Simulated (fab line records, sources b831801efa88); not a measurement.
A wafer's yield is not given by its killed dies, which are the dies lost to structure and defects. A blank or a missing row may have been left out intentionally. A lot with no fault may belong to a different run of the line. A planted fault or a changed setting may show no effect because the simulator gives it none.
fab line records	flow sky130
record lots=6	wafers=18	last-day=50
route steps=708 shown LDD_HVP@285 LDD_LDN@289 PAD_OPEN@708
lots untouched by any fault: they come from a run of this same line in which no faults occurred
start-h: start of the lot's first displayed wafer, in hours after the record's first day	wait-h: hours from the lot's prior step to this one	" same as the row above	L1.1+2: several wafers, shown together as one row	- value missing, or start not given	* or withheld: withheld	< > ~ a bound
route shown NAME@n: NAME is a module with steps in the file, n the number in the route of the first one	usual: the fault-free wafers' mean and standard deviation	same: alike in all rows	chamber/n: place in a boat	sites: per-site readings	_std_site: the values' standard deviation	_edge_site: the outer-site mean with the inner-site mean subtracted	radius-mm: for every site, how far away it sits from the centre of the wafer	mask NAME#n: copy n	behind: the last tool/chamber to shape the wafer	hold: cause of the lot's hold/its duration in hours/its outcome	device: whichever transistor did not switch (one of n, p or np)	end of line: at the end of the route, the tests of the same wafers	where a step has no rows: the recipe by itself	killed: the dies lost at the first sort to structure and to defects; this is not the yield of the wafer	map: the dies of a wafer, with x for killed, . for not killed, _ for no die there
set.NAME: the setting as run; set.NAME@STEP: as run at that earlier step	model.NAME: the simulator's own value behind a step, which no gauge read
a table for each step, a row for each wafer; lots at some steps of the route
services: the hour from which a tool's chamber was out of use, counted from the record's first day as start-h (under 0 if before that day), plus the number of hours and why
## steps
# step SKY_LDD_HVP_OVL_MEAS_07
# usual LDD_HVP_OVL=0.4/1.3
lot.wafer	tool	chamber	start-h	wait-h	LDD_HVP_OVL[nm]
L722.4	overlay-02	-	531.78	0.1	0.4
L722.5	"	-	"	"	-1.6
L722.6	"	-	"	"	-0.8
L724.1	overlay-02	-	545.41	0.1	-2.0
L724.4	"	-	"	"	0.6
L724.6	"	-	"	"	-0.6
L729.4	overlay-01	-	592.17	0.1	-2.1
L729.5	"	-	"	"	-0.5
L729.6	"	-	"	"	-1.3
L735.3	overlay-01	-	637.55	0.1	0.7
L735.5	"	-	"	"	1.1
L735.6	"	-	"	"	3.0
L736.2	overlay-01	-	642.25	0.1	0.7
L736.4	"	-	"	"	0.3
L736.6	"	-	"	"	0.2
L741.1	overlay-01	-	691.51	0.1	0.2
L741.4	"	-	"	"	-0.3
L741.5	"	-	"	"	-1.3
# step SKY_LDD_HVP_IMPLANT_08
# recipe species=B	energy-kev=20	dose-cm2=1.7e+13	tilt-deg=17.9
# step SKY_LDD_HVP_STRIP_09
# recipe chemistry=O2/N2	power-w=1400	pressure-mtorr=1500	platen-temp-c=withheld	o2-flow-sccm=3000	n2-flow-sccm=300	overash-fraction=0.5
# usual drypump-motor-current-A=5.85/0.24	oes-product-au=0.408/0.0043	strip-time-to-endpoint-s=4.133/0.016
lot.wafer	tool	chamber	start-h	wait-h	drypump-motor-current-A	oes-product-au	rf-hours-counter-h	strip-time-to-endpoint-s
L722.4	plasma-asher-03	1	531.98	0.1	6.26	0.402	-	4.120
L722.5	"	1	"	"	6.26	0.404	-	4.109
L722.6	"	0	"	"	5.60	0.410	-	4.114
L724.1	plasma-asher-01	0	545.60	0.1	5.61	0.406	10	4.125
L724.4	"	0	"	"	5.62	0.410	-	4.120
L724.6	"	1	"	"	5.73	0.405	-	4.118
L729.4	plasma-asher-03	1	592.37	0.1	6.26	0.414	-	4.119
L729.5	"	1	"	"	6.26	0.407	-	4.111
L729.6	"	0	"	"	5.59	0.409	-	4.125
L735.3	plasma-asher-03	0	637.76	0.1	5.59	0.408	-	4.147
L735.5	"	0	"	"	5.59	0.416	-	4.150
L735.6	"	1	"	"	6.25	0.414	-	4.130
L736.2	plasma-asher-03	1	642.43	0.1	6.26	0.408	87	4.138
L736.4	"	1	"	"	6.27	0.407	-	4.137
L736.6	"	0	"	"	5.62	0.416	-	4.118
L741.1	plasma-asher-04	0	691.70	0.1	5.91	0.407	56	4.128
L741.4	"	1	"	"	5.92	0.404	-	4.123
L741.5	"	0	"	"	5.93	0.411	-	4.121
# step SKY_LDD_HVP_TW_MEAS_10
# usual LDD_HVP_TW=461.2/2.6
lot.wafer	tool	chamber	start-h	wait-h	LDD_HVP_TW
L722.4	film-metro-01	-	532.08	0.1	460.2
L722.5	"	-	"	"	458.5
L722.6	"	-	"	"	460.0
L724.1	film-metro-04	-	545.70	0.1	459.0
L724.4	"	-	"	"	458.7
L724.6	"	-	"	"	459.7
L729.4	film-metro-03	-	592.46	0.1	459.3
L729.5	"	-	"	"	460.0
L729.6	"	-	"	"	459.6
L735.3	film-metro-04	-	637.85	0.1	463.0
L735.5	"	-	"	"	462.8
L735.6	"	-	"	"	461.4
L736.2	film-metro-01	-	642.54	0.1	456.9
L736.4	"	-	"	"	455.7
L736.6	"	-	"	"	456.8
L741.1	film-metro-01	-	691.80	0.1	458.4
L741.4	"	-	"	"	460.4
L741.5	"	-	"	"	461.5
# step SKY_LDD_LDN_DEHYDRATE_00
# recipe temp-c=200	time-s=60
# step SKY_LDD_LDN_HMDS_01
# recipe prime-time-s=60	prime-temp-c=120
# step SKY_LDD_LDN_COAT_02
# recipe resist=NOVOLAK	spin-rpm=3000	resist-thk-nm=1140
# step SKY_LDD_LDN_SOFTBAKE_03
# recipe temp-c=90	time-s=60	resist=NOVOLAK
# step SKY_LDD_LDN_EXPOSE_04
# recipe mask-id=LDNTM	na=0.6	source-shape=conventional	sigma-outer=0.6	polarization=unpolarized	target-cd-nm=700	dose-mj=140
# step SKY_LDD_LDN_PEB_05
# recipe temp-c=withheld	time-s=*	resist=NOVOLAK
# step SKY_LDD_LDN_DEVELOP_06
# recipe resist=NOVOLAK	developer=TMAH	develop-time-s=60	dev-temp-c=23
# step SKY_LDD_LDN_OVL_MEAS_07
# usual LDD_LDN_OVL=0.3/1.4
lot.wafer	tool	chamber	start-h	wait-h	LDD_LDN_OVL[nm]
L722.4	overlay-01	-	560.29	0.1	0.4
L722.5	"	-	"	"	0.7
L722.6	"	-	"	"	0.2
L724.1	overlay-02	-	574.34	0.1	-2.4
L724.4	"	-	"	"	-1.5
L724.6	"	-	"	"	1.0
L729.4	overlay-02	-	621.64	0.1	-0.7
L729.5	"	-	"	"	-0.8
L729.6	"	-	"	"	-1.8
L735.3	overlay-01	-	664.88	0.1	0.0
L735.5	"	-	"	"	-2.1
L735.6	"	-	"	"	0.1
L736.2	overlay-01	-	668.73	0.1	1.0
L736.4	"	-	"	"	-0.4
L736.6	"	-	"	"	-0.5
L741.1	overlay-01	-	718.42	0.1	0.5
L741.4	"	-	"	"	1.4
L741.5	"	-	"	"	0.8
# step SKY_LDD_LDN_IMPLANT_08
# recipe species=As	energy-kev=15	dose-cm2=1.25e+13	tilt-deg=withheld	rotation-deg=23
# usual dose-ions-cm2=1.25e+13/1.3e+10	faraday-current-uA=70.4/1.5
lot.wafer	tool	chamber	start-h	wait-h	dose-ions-cm2	faraday-current-uA
L722.4	implanter-04	0	560.38	0.1	1.2516e+13	70.7
L722.5	"	0	"	"	1.2501e+13	70.7
L722.6	"	0	"	"	1.2504e+13	69.1
L724.1	implanter-04	0	574.38	0.0	1.25e+13	69.0
L724.4	"	0	"	"	1.2509e+13	72.6
L724.6	"	0	"	"	1.2506e+13	69.4
L729.4	implanter-04	0	621.84	0.2	1.2516e+13	70.8
L729.5	"	0	"	"	1.2521e+13	71.1
L729.6	"	0	"	"	1.2504e+13	69.6
L735.3	implanter-04	0	665.54	0.6	8.522e+12	48.9
L735.5	"	0	"	"	8.543e+12	48.4
L735.6	"	0	"	"	8.509e+12	48.1
L736.2	implanter-04	0	668.78	0.0	8.522e+12	48.9
L736.4	"	0	"	"	8.508e+12	47.5
L736.6	"	0	"	"	8.516e+12	47.0
L741.1	implanter-01	0	718.46	0.0	1.2509e+13	71.9
L741.4	"	0	"	"	1.251e+13	71.1
L741.5	"	0	"	"	1.2513e+13	69.9
# step SKY_LDD_LDN_IMPLANT_09
# recipe species=As	energy-kev=15	dose-cm2=1.25e+13	tilt-deg=withheld	rotation-deg=113
# step SKY_LDD_LDN_IMPLANT_10
# recipe species=As	energy-kev=15	dose-cm2=1.25e+13	tilt-deg=withheld	rotation-deg=203
# step SKY_LDD_LDN_IMPLANT_11
# recipe species=As	energy-kev=15	dose-cm2=1.25e+13	tilt-deg=withheld	rotation-deg=293
# step SKY_LDD_LDN_STRIP_12
# recipe chemistry=O2/N2	power-w=1400	pressure-mtorr=1500	platen-temp-c=withheld	o2-flow-sccm=3000	n2-flow-sccm=300	overash-fraction=0.5
# usual drypump-motor-current-A=5.80/0.24	oes-product-au=0.716/0.0045	strip-time-to-endpoint-s=14.19/0.037
lot.wafer	tool	chamber	start-h	wait-h	drypump-motor-current-A	oes-product-au	rf-hours-counter-h	strip-time-to-endpoint-s
L722.4	plasma-asher-02	0	560.94	0.1	5.70	0.715	-	14.17
L722.5	"	0	"	"	5.67	0.718	-	14.14
L722.6	"	1	"	"	5.87	0.723	-	14.13
L724.1	plasma-asher-02	1	574.98	0.1	5.89	0.717	89	14.21
L724.4	"	1	"	"	5.90	0.716	-	14.23
L724.6	"	1	"	"	5.92	0.705	-	14.21
L729.4	plasma-asher-03	0	622.40	0.1	5.60	0.715	-	14.21
L729.5	"	1	"	"	6.26	0.721	-	14.22
L729.6	"	0	"	"	5.61	0.725	-	14.25
L735.3	plasma-asher-03	0	666.12	0.1	5.61	0.713	-	14.22
L735.5	"	0	"	"	5.61	0.719	-	14.20
L735.6	"	1	"	"	6.25	0.721	-	14.19
L736.2	plasma-asher-01	0	669.36	0.1	5.57	0.716	20	14.17
L736.4	"	0	"	"	5.59	0.717	-	14.23
L736.6	"	0	"	"	5.62	0.721	-	14.20
L741.1	plasma-asher-01	0	719.06	0.1	5.62	0.717	26	14.19
L741.4	"	0	"	"	5.58	0.719	-	14.22
L741.5	"	1	"	"	5.79	0.718	-	14.20
# step SKY_LDD_LDN_TW_MEAS_13
# usual LDD_LDN_TW=1494/8.8
lot.wafer	tool	chamber	start-h	wait-h	LDD_LDN_TW
L722.4	film-metro-03	-	561.04	0.1	1494
L722.5	"	-	"	"	1494
L722.6	"	-	"	"	1492
L724.1	film-metro-04	-	575.08	0.1	1503
L724.4	"	-	"	"	1501
L724.6	"	-	"	"	1491
L729.4	film-metro-03	-	622.50	0.1	1498
L729.5	"	-	"	"	1505
L729.6	"	-	"	"	1497
L735.3	film-metro-03	-	666.21	0.1	1460
L735.5	"	-	"	"	1444
L735.6	"	-	"	"	1454
L736.2	film-metro-03	-	669.47	0.1	1457
L736.4	"	-	"	"	1454
L736.6	"	-	"	"	1454
L741.1	film-metro-02	-	719.16	0.1	1486
L741.4	"	-	"	"	1481
L741.5	"	-	"	"	1487
# step SKY_LDD_LDN_CLEAN_14
# recipe chemistry=SC1/SC2	mix=1:4:20	temp-c=70	time-s=150	dry=n2-spin
# step SKY_PAD_OPEN_PROBE_99
# usual killed_at_M0_to_M3=43/7.7	killed_at_M4_up=2.9/1.9	killed-at-contacts=24/5.9	killed-at-front-end=16/5.1	killed-at-other=0.3/0.63	killed-dies=86/10	killed-open=47/7.6	killed-short=39/6.8
# same gross-dies=492	killed-at-back-side=0
lot.wafer	tool	chamber	start-h	wait-h	killed_at_M0_to_M3	killed_at_M4_up	killed-at-contacts	killed-at-front-end	killed-at-other	killed-dies	killed-open	killed-short	model.etest.tip-sonos.rs-ohm-sq
L722.4	prober-01	-	1101.69	0.2	38	7	21	15	1	82	42	40	2648
L722.5	prober-01	-	1101.74	0.2	45	4	14	12	0	75	38	37	2658
L722.6	prober-01	-	1101.79	0.2	40	3	25	9	1	78	30	48	2668
L724.1	prober-01	-	1103.80	0.1	43	10	22	24	1	100	57	42	2729
L724.4	prober-01	-	1103.95	0.2	45	3	25	19	0	92	50	42	2688
L724.6	prober-01	-	1104.05	0.2	55	2	30	15	0	102	50	52	2725
L729.4	prober-02	-	1142.18	0.2	47	3	25	8	1	84	51	33	2504
L729.5	prober-02	-	1142.23	0.2	47	2	27	16	1	93	58	35	2535
L729.6	prober-02	-	1142.28	0.2	50	3	29	11	0	93	59	34	2559
L735.3	prober-02	-	1164.77	0.2	47	0	26	20	0	93	45	48	2740
L735.5	prober-02	-	1164.87	0.2	35	4	24	14	0	77	38	38	2802
L735.6	prober-02	-	1164.92	0.2	44	5	27	21	0	97	56	40	2730
L736.2	prober-01	-	1168.59	0.1	41	4	17	10	2	74	36	37	2747
L736.4	prober-01	-	1168.69	0.2	32	2	25	19	2	80	49	31	2714
L736.6	prober-01	-	1168.79	0.2	42	1	27	13	1	84	45	38	2798
L741.1	prober-01	-	1198.57	0.1	37	1	30	18	1	87	42	43	2688
L741.4	prober-01	-	1198.72	0.2	39	6	27	21	0	93	44	48	2689
L741.5	prober-01	-	1198.77	0.2	46	3	25	10	0	84	52	31	2716
# killed by level:class
L722.4 VIA1:geometric-particle:open=10 METAL1:geometric-particle:short=9 CONTACT:geometric-particle:open=8 VIA2:geometric-particle:open=6 METAL4:geometric-particle:short=6 LI_CONTACT:geometric-particle:open=5 LOCAL_INTERCONNECT:geometric-particle:short=5 FIELD_ISO:geometric-particle:open=4
L722.5 VIA2:geometric-particle:open=10 CONTACT:geometric-particle:open=6 VIA1:geometric-particle:open=6 METAL1:geometric-particle:short=5 VIA3:geometric-particle:short=5 FIELD_ISO:geometric-particle:short=4 METAL2:geometric-particle:short=4 VIA2:geometric-particle:short=4
L722.6 LOCAL_INTERCONNECT:geometric-particle:short=7 VIA1:geometric-particle:open=7 VIA1:geometric-particle:short=6 LI_CONTACT:geometric-particle:open=5 LI_CONTACT:geometric-particle:short=5 METAL1:geometric-particle:short=5 METAL2:geometric-particle:short=5 METAL3:geometric-particle:short=4
L724.1 CONTACT:geometric-particle:open=12 VIA1:geometric-particle:open=10 METAL2:geometric-particle:short=10 LI_CONTACT:geometric-particle:open=7 FIELD_ISO:geometric-particle:open=6 VIA1:geometric-particle:short=6 METAL4:geometric-particle:short=6 VIA2:geometric-particle:open=5
L724.4 VIA1:geometric-particle:open=13 CONTACT:geometric-particle:open=10 METAL1:geometric-particle:short=6 VIA2:geometric-particle:open=6 LI_CONTACT:geometric-particle:open=5 FIELD_ISO:geometric-particle:short=4 SPACER:geometric-particle:open=4 LI_CONTACT:geometric-particle:short=4
L724.6 LI_CONTACT:geometric-particle:open=12 VIA3:geometric-particle:open=10 CONTACT:geometric-particle:open=9 POLY_GATE:geometric-particle:short=8 METAL1:geometric-particle:short=8 METAL2:geometric-particle:short=8 VIA2:geometric-particle:open=8 VIA2:geometric-particle:short=8
L729.4 VIA1:geometric-particle:open=17 CONTACT:geometric-particle:open=10 METAL2:geometric-particle:short=9 LI_CONTACT:geometric-particle:open=6 VIA3:geometric-particle:open=6 LI_CONTACT:geometric-particle:short=5 METAL1:geometric-particle:short=4 CONTACT:geometric-particle:short=4
L729.5 VIA1:geometric-particle:open=16 CONTACT:geometric-particle:open=11 VIA2:geometric-particle:open=8 METAL1:geometric-particle:short=7 FIELD_ISO:geometric-particle:open=6 POLY_GATE:geometric-particle:open=6 CONTACT:geometric-particle:short=6 LI_CONTACT:geometric-particle:open=5
L729.6 VIA1:geometric-particle:open=15 CONTACT:geometric-particle:open=13 VIA2:geometric-particle:open=10 VIA1:geometric-particle:short=7 POLY_GATE:geometric-particle:open=6 LI_CONTACT:geometric-particle:open=5 VIA3:geometric-particle:short=5 CONTACT:geometric-particle:short=5
L735.3 VIA1:geometric-particle:open=11 LI_CONTACT:geometric-particle:open=9 CONTACT:geometric-particle:open=6 METAL2:geometric-particle:short=6 VIA2:geometric-particle:open=6 FIELD_ISO:geometric-particle:short=5 FIELD_ISO:geometric-particle:open=5 VIA1:geometric-particle:short=5
L735.5 VIA1:geometric-particle:open=11 CONTACT:geometric-particle:open=8 METAL2:geometric-particle:short=6 LI_CONTACT:geometric-particle:open=5 VIA2:geometric-particle:open=5 FIELD_ISO:geometric-particle:short=4 LI_CONTACT:geometric-particle:short=4 CONTACT:geometric-particle:short=4
L735.6 VIA1:geometric-particle:open=18 CONTACT:geometric-particle:open=9 FIELD_ISO:geometric-particle:short=7 VIA3:geometric-particle:open=7 VIA2:geometric-particle:open=6 CONTACT:geometric-particle:short=5 POLY_GATE:geometric-particle:open=5 LI_CONTACT:geometric-particle:open=5
L736.2 VIA1:geometric-particle:open=10 METAL1:geometric-particle:short=7 VIA3:geometric-particle:open=6 FIELD_ISO:geometric-particle:open=5 METAL3:geometric-particle:short=4 CONTACT:geometric-particle:open=4 VIA2:geometric-particle:open=4 METAL4:geometric-particle:short=4
L736.4 CONTACT:geometric-particle:open=10 VIA2:geometric-particle:open=8 VIA1:geometric-particle:open=6 FIELD_ISO:geometric-particle:short=5 POLY_GATE:geometric-particle:open=5 VIA3:geometric-particle:open=5 FIELD_ISO:geometric-particle:open=4 LOCAL_INTERCONNECT:geometric-particle:open=4
L736.6 CONTACT:geometric-particle:open=13 VIA1:geometric-particle:open=12 VIA1:geometric-particle:short=6 CONTACT:geometric-particle:short=5 VIA2:geometric-particle:open=5 VIA3:geometric-particle:open=5 FIELD_ISO:geometric-particle:open=4 POLY_GATE:geometric-particle:short=4
L741.1 VIA1:geometric-particle:open=11 LI_CONTACT:geometric-particle:open=8 CONTACT:geometric-particle:short=6 LI_CONTACT:geometric-particle:short=6 LOCAL_INTERCONNECT:geometric-particle:short=5 CONTACT:geometric-particle:open=5 METAL1:geometric-particle:short=5 FIELD_ISO:geometric-particle:open=4
L741.4 VIA1:geometric-particle:open=10 CONTACT:geometric-particle:open=10 VIA1:geometric-particle:short=8 FIELD_ISO:geometric-particle:open=6 METAL2:geometric-particle:short=6 LI_CONTACT:geometric-particle:open=5 CONTACT:geometric-particle:short=5 FIELD_ISO:geometric-particle:short=4
L741.5 CONTACT:geometric-particle:open=13 VIA1:geometric-particle:open=11 LI_CONTACT:geometric-particle:open=7 METAL1:geometric-particle:short=6 VIA3:geometric-particle:open=6 POLY_GATE:geometric-particle:open=5 VIA2:geometric-particle:open=5 VIA2:geometric-particle:short=4
## services
tool	chamber	start-h	hours	kind
implanter-04	-	536.24	3.5	pm
plasma-asher-04	-	538.11	0.7	repair
implanter-04	-	546.21	1.9	repair
plasma-asher-02	-	553.83	4.9	pm
plasma-asher-04	-	567.41	3.6	repair
implanter-01	-	576.75	120.1	pm
plasma-asher-02	-	589.34	9.6	repair
implanter-04	-	599.98	1.2	repair
plasma-asher-01	-	601.80	28.1	pm
implanter-04	-	662.30	2.0	repair
plasma-asher-04	-	673.12	2.3	repair
plasma-asher-03	-	682.43	3.5	repair
implanter-01	-	703.15	5.7	repair
## key
first-sign step=SKY_LDD_LDN_IMPLANT_08	reading=dose-ions-cm2	direction=down	sigmas=99+	usual=*	struck=*
effect step=SKY_LDD_LDN_IMPLANT_08	reading=faraday-current-uA	direction=down	sigmas=15	usual=70.4	struck=48.1
effect step=SKY_LDD_LDN_TW_MEAS_13	reading=LDD_LDN_TW	direction=down	sigmas=4.5	usual=1494	struck=1454
model-effect step=SKY_PAD_OPEN_PROBE_99	value=etest.tip-sonos.rs-ohm-sq	without=2635	struck=2755
met-at SKY_LDD_LDN_IMPLANT_08
struck-wafers L735.3,L735.5,L735.6,L736.2,L736.4,L736.6
tester-left-out L735,L736
onset-between 621.84 665.54
fault kind=process-parameter-drift	tool=implanter-04	chamber=-	onset-h=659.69	steps=SKY_LDD_LDN_IMPLANT_08	channel=dose-cm2	offset=*	shape=step	end-h=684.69	acts-in=*	stated=*
# tester-left-out: of these lots the tester's yield and bins aren't shown, on N5 and GAA mostly nor the transistor test; their killed dies are dies lost to structure and defects alone, not to doping, threshold or leakage, so they don't give the yield
